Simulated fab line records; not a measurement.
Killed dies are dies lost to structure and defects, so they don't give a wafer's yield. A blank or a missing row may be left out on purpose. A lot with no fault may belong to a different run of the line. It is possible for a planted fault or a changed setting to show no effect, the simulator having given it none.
Which tool was responsible?	flow sky130	12 lots with 36 wafers sampled at 5 steps, on a route of 708 steps

WHAT THE GAUGES READ, wafer by wafer
SKY_NWELL_TW_MEAS_26.
lot	measured	on	NWELL_2_TW
L651	day 6 01:03	filmMetro-03	500 504 503
L653	day 6 02:31	filmMetro-01	502 503 499
L656	day 6 18:03	filmMetro-01	501 503 498
L657	day 7 02:32	filmMetro-01	505 505 503
L658	day 7 09:45	filmMetro-01	507 505 506
L664	day 8 20:36	filmMetro-04	496 497 495
L665	day 9 02:04	filmMetro-03	502 503 504
L666	day 9 15:48	filmMetro-03	501 502 503
L668	day 9 21:15	filmMetro-01	505 504 504
L669	day 10 03:12	filmMetro-01	503 504 507
L672	day 11 03:20	filmMetro-03	498 497 496
L673	day 11 10:42	filmMetro-01	499 501 498

SKY_VT_ADJUST_HVTP_OVL_MEAS_08.
lot	measured	on	VT_ADJUST_HVTP_OVL (nm)
L651	day 6 19:41	overlay-01	0.3 0.9 0.5
L653	day 6 21:16	overlay-02	0.6 0.3 1.1
L656	day 7 13:56	overlay-02	1.6 1.3 2.5
L657	day 7 23:34	overlay-01	1.3 3.0 1.6
L658	day 8 07:53	overlay-01	1.4 2.8 3.5
L664	day 9 18:12	overlay-01	4.4 4.6 4.7
L665	day 10 00:11	overlay-02	1.1 1.0 0.8
L666	day 10 13:41	overlay-02	-1.1 -1.6 -2.5
L668	day 10 19:40	overlay-01	0.8 0.5 1.7
L669	day 11 02:01	overlay-02	1.4 0.9 1.6
L672	day 12 03:16	overlay-01	-0.1 0.6 0.0
L673	day 12 11:03	overlay-01	1.3 0.2 0.8

WHAT TOOL EACH LOT RAN ON (gives the tool, then ch and the chambers of the sampled wafers, and finally the start)
lot	SKY_DNWELL_COAT_02	SKY_DNWELL_STRIP_08	SKY_PWDE_STRIP_09
L651	lithoTrack-02 ch 0, day 3 13:04	plasmaAsher-01 ch 0,1, day 3 21:25	plasmaAsher-01 ch 0,1, day 4 13:37
L653	lithoTrack-02 ch 0, day 3 13:47	plasmaAsher-03 ch 0,1, day 3 21:49	plasmaAsher-01 ch 0,1, day 4 14:44
L656	lithoTrack-03 ch 0, day 4 03:01	plasmaAsher-03 ch 0,1, day 4 12:04	plasmaAsher-01 ch 0,1, day 5 05:13
L657	lithoTrack-02 ch 0, day 4 11:22	plasmaAsher-02 ch 0,1, day 4 20:04	plasmaAsher-04 ch 0,1, day 5 13:22
L658	lithoTrack-02 ch 0, day 4 16:49	plasmaAsher-01 ch 0,1, day 5 01:34	plasmaAsher-04 ch 0,1, day 5 19:26
L664	lithoTrack-01 ch 0, day 5 22:24	plasmaAsher-03 ch 0, day 6 07:58	plasmaAsher-01 ch 0,1, day 7 02:47
L665	lithoTrack-02 ch 0, day 6 03:29	plasmaAsher-03 ch 0,1, day 6 13:01	plasmaAsher-04 ch 0,1, day 7 08:11
L666	lithoTrack-02 ch 0, day 6 15:19	plasmaAsher-01 ch 0,1, day 7 00:49	plasmaAsher-01 ch 0,1, day 7 20:53
L668	lithoTrack-03 ch 0, day 6 19:22	plasmaAsher-01 ch 0,1, day 7 05:28	plasmaAsher-04 ch 0,1, day 8 02:04
L669	lithoTrack-01 ch 0, day 7 00:55	plasmaAsher-02 ch 0,1, day 7 11:31	plasmaAsher-04 ch 0,1, day 8 08:59
L672	lithoTrack-03 ch 0, day 7 22:10	plasmaAsher-02 ch 0,1, day 8 09:13	plasmaAsher-01 ch 0,1, day 9 06:03
L673	lithoTrack-01 ch 0, day 8 04:06	plasmaAsher-02 ch 0,1, day 8 15:22	plasmaAsher-02 ch 0,1, day 9 12:48
- SKY_DNWELL_COAT_02: resist thk 3000 nm.
- SKY_DNWELL_STRIP_08: strips in O2/N2.
- SKY_PWDE_STRIP_09: strips in O2/N2.

WHAT THE TOOLS THEMSELVES READ (means of the sampled wafers that have a number; where no wafer has one, the mark that the record gives instead)
SKY_DNWELL_COAT_02.
lot	tool	spinSpeedRpm (rpm)
L651	lithoTrack-02	1999.6
L653	lithoTrack-02	2000.5
L656	lithoTrack-03	2000.7
L657	lithoTrack-02	1999.0
L658	lithoTrack-02	1998.2
L664	lithoTrack-01	2001.2
L665	lithoTrack-02	1911.6
L666	lithoTrack-02	1911.8
L668	lithoTrack-03	2002.1
L669	lithoTrack-01	2001.1
L672	lithoTrack-03	2001.4
L673	lithoTrack-01	2000.6

SKY_DNWELL_STRIP_08.
lot	tool	drypumpMotorCurrentA (A)	oesProductAu (a.u.)	stripTimeToEndpointS (s)
L651	plasmaAsher-01	6.05	0.725	37.02
L653	plasmaAsher-03	5.56	0.723	36.84
L656	plasmaAsher-03	5.58	0.721	36.83
L657	plasmaAsher-02	5.68	0.727	36.97
L658	plasmaAsher-01	6.19	0.723	37.04
L664	plasmaAsher-03	5.64	0.719	36.70
L665	plasmaAsher-03	5.51	0.719	37.79
L666	plasmaAsher-01	6.09	0.723	37.57
L668	plasmaAsher-01	6.10	0.723	36.96
L669	plasmaAsher-02	5.66	0.720	36.80
L672	plasmaAsher-02	5.73	0.724	37.10
L673	plasmaAsher-02	5.73	0.721	36.92

SKY_PWDE_STRIP_09.
lot	tool	drypumpMotorCurrentA (A)	oesProductAu (a.u.)	stripTimeToEndpointS (s)
L651	plasmaAsher-01	6.19	0.725	36.99
L653	plasmaAsher-01	6.17	0.721	36.91
L656	plasmaAsher-01	6.09	0.724	36.77
L657	plasmaAsher-04	5.78	0.722	36.89
L658	plasmaAsher-04	6.01	0.724	36.95
L664	plasmaAsher-01	6.19	0.719	36.99
L665	plasmaAsher-04	5.78	0.728	37.00
L666	plasmaAsher-01	6.18	0.721	36.81
L668	plasmaAsher-04	6.00	0.722	36.79
L669	plasmaAsher-04	5.78	0.721	36.95
L672	plasmaAsher-01	6.16	0.720	36.82
L673	plasmaAsher-02	5.67	0.722	36.83

THE ANSWER, worked out from the rows above alone
Rule: what is usual is taken from the lots themselves. Put in order of their means at a reading, lots are off if they are a third of the lots or fewer, leave a main group of 4 or more, and stand apart from it by a gap of 3 or more times the standard deviation of the main group's means; of several such gaps the widest counts. If all means in a main group match to the digits the tables above print for the reading, that group is not used. Also off: a lot with no number at a reading for which 4 or more lots have one. All remaining lots with rows at the step are treated as sound. The gauges are gone through in route order, then the tools' own readings, and for those a lot's mean is taken as printed above. The first step at which some lot is off is used, and at that step the reading that is off furthest; a lot without a number counts as furthest.
Off at SKY_DNWELL_COAT_02 (spinSpeedRpm): L665, L666. The main group: mean 2000.4 rpm, standard deviation 1.1.
If a tool, at that step or one of the process steps before it, ran each lot that is off and ran no sound lot following the first of them, it fits. One fits: lithoTrack-02 at SKY_DNWELL_COAT_02. A fault onset in the window from L658 (day 4 16:49, its last sound lot) to L665 (day 6 03:29, its first lot off) fits.
On the lots that are off, the tool's own readings at SKY_DNWELL_COAT_02 differ by more than 5 times the standard deviation of the sound lots' means, which bears it out; spinSpeedRpm reads 1911.7 rpm there versus 2000.4 rpm on the sound lots.

WHAT THE SIMULATOR HAD PUT IN
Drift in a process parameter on lithoTrack-02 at SKY_DNWELL_COAT_02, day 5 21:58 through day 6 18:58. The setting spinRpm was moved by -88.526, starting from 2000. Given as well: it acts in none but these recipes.
Struck lots among those shown: L665, L666. The same result came from the rule above.
